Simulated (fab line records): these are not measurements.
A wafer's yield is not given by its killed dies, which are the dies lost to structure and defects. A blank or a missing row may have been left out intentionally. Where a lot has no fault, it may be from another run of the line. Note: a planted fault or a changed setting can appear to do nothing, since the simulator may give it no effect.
The tool behind it: which one? || flow sky130 || Sampling: 13 lots, 39 wafers, 2 of 708 route steps

== WHAT EACH GAUGE READ, for each wafer ==
The record lacks any reading of a measuring or inspecting step that a usual standard deviation could be used to judge.

== WHAT TOOL EACH LOT RAN ON (gives the tool, then ch and the chambers of the sampled wafers, and finally the start) ==
{"lot": "L794", "SKY_VIA4_CMP_21": "cmp-01 ch 2,3, day 42 17:48", "SKY_PAD_OPEN_PROBE_99": "-"}
{"lot": "L795", "SKY_VIA4_CMP_21": "cmp-02 ch 0,2,3, day 42 19:25", "SKY_PAD_OPEN_PROBE_99": "-"}
{"lot": "L796", "SKY_VIA4_CMP_21": "cmp-01 ch 0,2, day 42 21:48", "SKY_PAD_OPEN_PROBE_99": "-"}
{"lot": "L797", "SKY_VIA4_CMP_21": "cmp-02 ch 0,1,2, day 43 11:34", "SKY_PAD_OPEN_PROBE_99": "-"}
{"lot": "L798", "SKY_VIA4_CMP_21": "cmp-02 ch 2,3, day 43 15:54", "SKY_PAD_OPEN_PROBE_99": "-"}
{"lot": "L799", "SKY_VIA4_CMP_21": "cmp-01 ch 0,2,3, day 44 01:34", "SKY_PAD_OPEN_PROBE_99": "-"}
{"lot": "L800", "SKY_VIA4_CMP_21": "cmp-01 ch 0,3, day 44 03:29", "SKY_PAD_OPEN_PROBE_99": "-"}
{"lot": "L801", "SKY_VIA4_CMP_21": "cmp-01 ch 0,2, day 44 14:40", "SKY_PAD_OPEN_PROBE_99": "prober-01, day 47 08:10"}
{"lot": "L807", "SKY_VIA4_CMP_21": "cmp-01 ch 1,3, day 45 21:18", "SKY_PAD_OPEN_PROBE_99": "prober-01, day 48 12:30"}
{"lot": "L810", "SKY_VIA4_CMP_21": "cmp-02 ch 0,1,3, day 46 20:58", "SKY_PAD_OPEN_PROBE_99": "-"}
{"lot": "L815", "SKY_VIA4_CMP_21": "cmp-01 ch 1,2,3, day 48 03:55", "SKY_PAD_OPEN_PROBE_99": "-"}
{"lot": "L816", "SKY_VIA4_CMP_21": "cmp-02 ch 0,1,2, day 48 05:02", "SKY_PAD_OPEN_PROBE_99": "-"}
{"lot": "L817", "SKY_VIA4_CMP_21": "cmp-02 ch 1,3, day 48 09:41", "SKY_PAD_OPEN_PROBE_99": "-"}
- SKY_VIA4_CMP_21: polishes, stops on SiO2, t overpolish 25 s, target thk 0 nm.
- SKY_PAD_OPEN_PROBE_99

== AS READ BY THE TOOLS THEMSELVES (means over the sampled wafers that have a number; for cases with no such wafer, the mark the record gives instead) ==
SKY_VIA4_CMP_21.
{"lot": "L794", "tool": "cmp-01", "edgeZonePressureFrac": 0.999, "motorCurrentA (A)": 11.0, "overpolishRunS (s)": 25.005, "timeToEndpointS (s)": 125}
{"lot": "L795", "tool": "cmp-02", "edgeZonePressureFrac": 1.002, "motorCurrentA (A)": 11.2, "overpolishRunS (s)": 25.010, "timeToEndpointS (s)": 124}
{"lot": "L796", "tool": "cmp-01", "edgeZonePressureFrac": 1.001, "motorCurrentA (A)": 9.7, "overpolishRunS (s)": 25.000, "timeToEndpointS (s)": 123}
{"lot": "L797", "tool": "cmp-02", "edgeZonePressureFrac": 0.998, "motorCurrentA (A)": 11.6, "overpolishRunS (s)": 25.002, "timeToEndpointS (s)": 120}
{"lot": "L798", "tool": "cmp-02", "edgeZonePressureFrac": 0.995, "motorCurrentA (A)": 11.2, "overpolishRunS (s)": 24.999, "timeToEndpointS (s)": 119}
{"lot": "L799", "tool": "cmp-01", "edgeZonePressureFrac": 0.999, "motorCurrentA (A)": 10.2, "overpolishRunS (s)": 25.006, "timeToEndpointS (s)": 119}
{"lot": "L800", "tool": "cmp-01", "edgeZonePressureFrac": 1.002, "motorCurrentA (A)": 9.6, "overpolishRunS (s)": 25.014, "timeToEndpointS (s)": 127}
{"lot": "L801", "tool": "cmp-01", "edgeZonePressureFrac": 0.997, "motorCurrentA (A)": 10.8, "overpolishRunS (s)": 16.682, "timeToEndpointS (s)": 146}
{"lot": "L807", "tool": "cmp-01", "edgeZonePressureFrac": 1.000, "motorCurrentA (A)": 10.4, "overpolishRunS (s)": 16.677, "timeToEndpointS (s)": 148}
{"lot": "L810", "tool": "cmp-02", "edgeZonePressureFrac": 0.998, "motorCurrentA (A)": 10.8, "overpolishRunS (s)": 24.998, "timeToEndpointS (s)": 123}
{"lot": "L815", "tool": "cmp-01", "edgeZonePressureFrac": 1.001, "motorCurrentA (A)": 10.9, "overpolishRunS (s)": 25.005, "timeToEndpointS (s)": 127}
{"lot": "L816", "tool": "cmp-02", "edgeZonePressureFrac": 1.002, "motorCurrentA (A)": 11.7, "overpolishRunS (s)": 25.008, "timeToEndpointS (s)": 123}
{"lot": "L817", "tool": "cmp-02", "edgeZonePressureFrac": 1.000, "motorCurrentA (A)": 10.7, "overpolishRunS (s)": 25.004, "timeToEndpointS (s)": 124}

SKY_PAD_OPEN_PROBE_99.
{"lot": "L801", "tool": "prober-01", "defectLimitedYield (%)": 54.4, "killed_at_M0_to_M3": 45, "killed_at_M4_up": 132.7, "killedAtContacts": 28, "killedAtFrontEnd": 19, "killedAtOther": 0.0, "killedDies": 224, "killedOnRim": 43, "killedOpen": 50, "killedShort": 44, "sort_bin_3_pad_short (%)": 27.8, "sort_bin_5_function (%)": 11.1, "sort_bin_6_memory (%)": 6.7, "sortNPass": 268, "sortYieldPct (%)": 54.4}
{"lot": "L807", "tool": "prober-01", "defectLimitedYield (%)": 54.1, "killed_at_M0_to_M3": 51, "killed_at_M4_up": 132.3, "killedAtContacts": 24, "killedAtFrontEnd": 19, "killedAtOther": 0.3, "killedDies": 226, "killedOnRim": 44, "killedOpen": 53, "killedShort": 45, "sort_bin_3_pad_short (%)": 27.2, "sort_bin_5_function (%)": 12.3, "sort_bin_6_memory (%)": 6.4, "sortNPass": 266, "sortYieldPct (%)": 54.1}

== THE ANSWER, worked out from the rows above alone ==
Rule: the lots themselves supply what counts as usual. Put in order of their means at a reading, lots are off if they are a third of the lots or fewer, leave a main group of 4 or more, and stand apart from it by a gap of 3 or more times the standard deviation of the main group's means; of several such gaps the widest counts. Not used: any main group whose means are identical at the precision the tables above print for the reading. Also off: a lot with no number at a reading for which 4 or more lots have one. All remaining lots with rows at the step are treated as sound. First the gauges in route order, then the tools' own readings, where a lot's mean is used as printed above. At the first step where some lot is off, the reading lying furthest off is the one used; lots without a number count as furthest.
Off: L801, L807 (SKY_VIA4_CMP_21, overpolishRunS). Mean 25.005 s and standard deviation 0.0046 in the main group.
If a tool, at that step or one of the process steps before it, ran each lot that is off and ran no sound lot following the first of them, it fits. Not one of the candidates tried fits.

== WHAT THE SIMULATOR HAD INSERTED ==
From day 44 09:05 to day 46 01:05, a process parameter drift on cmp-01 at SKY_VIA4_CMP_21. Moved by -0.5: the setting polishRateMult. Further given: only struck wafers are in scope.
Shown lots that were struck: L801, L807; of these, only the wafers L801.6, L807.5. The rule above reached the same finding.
